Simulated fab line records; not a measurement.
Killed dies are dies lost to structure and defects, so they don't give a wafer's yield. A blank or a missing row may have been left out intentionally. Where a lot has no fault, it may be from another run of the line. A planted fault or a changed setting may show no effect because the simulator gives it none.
A lot that was struck, set against a sound lot / flow sfqLine / 13 steps out of a route of 325
Sound: these wafers, L884.2, L884.3, L884.6. Struck: wafer L893.4. (L893.1, L893.5 of the same lot were not struck and are left out.) The cause comes at the end.
At each step with rows: each side's tool, then ch and its chambers, then its first start. Under that, the readings that differ: sound wafers / struck wafers / difference of the means / sigmas: that difference in standard deviations of wafers without a fault.
alike: same words and numbers on both sides, and readings whose means sit less than 2 such deviations apart. not compared: any withheld reading, any reading some wafer has no value for, any bound like >300 that may hide the same value, and any number with overlapping values for which the record gives no deviation.
Wherever a step has rows on one side only, a row that says differs or no value, or a row with sigmas, the two part there. When numbers do not overlap yet have no deviation, they are printed without sigmas and do not part them. Lack of a reading on every wafer of one side parts them only where that side has two or more wafers.

SFQ_INCOMING_BOW_MEAS_900:
  sound on filmMetro-04 at day 1 10:01; struck on filmMetro-04 at day 3 07:00
  alike: INCOMING_BOW
then, 1 step without rows for these wafers: SFQ_TRILAYER_INCOMING_OXIDATION_002 (target thk 500 nm, ox time 4939 s).
SFQ_TRILAYER_L0_DEP_SPUTTER_003: material MoNx KI, target thk 40 nm, time 100 s.
  sound on pvdSputter-05 at day 1 12:29; struck on pvdSputter-05 at day 3 09:29
  alike: throttleValvePct
SFQ_L0_RS_MEAS_901: the measuring method here is four-point-probe.
  sound on filmMetro-02 at day 1 12:35; struck on filmMetro-01 at day 3 09:34
reading=L0_MONX_KI_RS (ohm/sq); sound=43.5 43.6 44.1; struck=42.9; difference=-0.8; sigmas=-2
  not compared: hold
SFQ_L0_THK_MEAS_902: measures by xrf.
  sound on filmMetro-02 at day 1 12:41; struck on filmMetro-01 at day 3 09:41
  alike: L0_MONX_KI_THK
  not compared: hold
then, 6 steps without rows for these wafers: SFQ_TRILAYER_L0_LITHO_COAT_010 (resist thk 62 nm); SFQ_TRILAYER_L0_LITHO_COAT_005 (resist thk 600 nm); SFQ_TRILAYER_L0_LITHO_SOFTBAKE_009; SFQ_TRILAYER_L0_LITHO_EXPOSE_006 (exposes mask L0, target cd 2000 nm); SFQ_TRILAYER_L0_LITHO_PEB_008 (peb time 60 s); SFQ_TRILAYER_L0_LITHO_DEVELOP_007 (time 60 s).
-- the record jumps here: 3 days lie between the struck wafers' starts before and after --
SFQ_TRILAYER_L0_BARC_OPEN_METAL_ETCH_010: etches BARC in O2, target depth 125 nm, time 41.7 s.
  sound on rieMetal-01 ch 1, day 4 03:44; struck on rieMetal-01 ch 1, day 6 10:35
reading=oesProductAu (a.u.); sound=0.698 0.691 0.690; struck=0.713; difference=+0.020; sigmas=+4
reading=runLengthS (s); sound=70.5 70.4 70.6; struck=69.1; difference=-1.4; sigmas=-4
  alike: drypumpMotorCurrentA
  not compared: rfHoursCounterH
SFQ_TRILAYER_L0_ETCH_METAL_ETCH_008: etches MoNx KI in SF6/O2, stops on SiO2, target depth 50 nm, time 25 s.
  sound on rieMetal-01 ch 1, day 4 03:47; struck on rieMetal-01 ch 1, day 6 10:38
reading=oesProductAu (a.u.); sound=0.881 0.869 0.864; struck=0.886; difference=+0.015; sigmas=+2
  alike: drypumpMotorCurrentA, runLengthS
  not compared: rfHoursCounterH

WHERE THEY PART
Last at SFQ_TRILAYER_L0_ETCH_METAL_ETCH_008 as far as this record goes, first at SFQ_L0_RS_MEAS_901.

WHY: the cause the simulator had injected
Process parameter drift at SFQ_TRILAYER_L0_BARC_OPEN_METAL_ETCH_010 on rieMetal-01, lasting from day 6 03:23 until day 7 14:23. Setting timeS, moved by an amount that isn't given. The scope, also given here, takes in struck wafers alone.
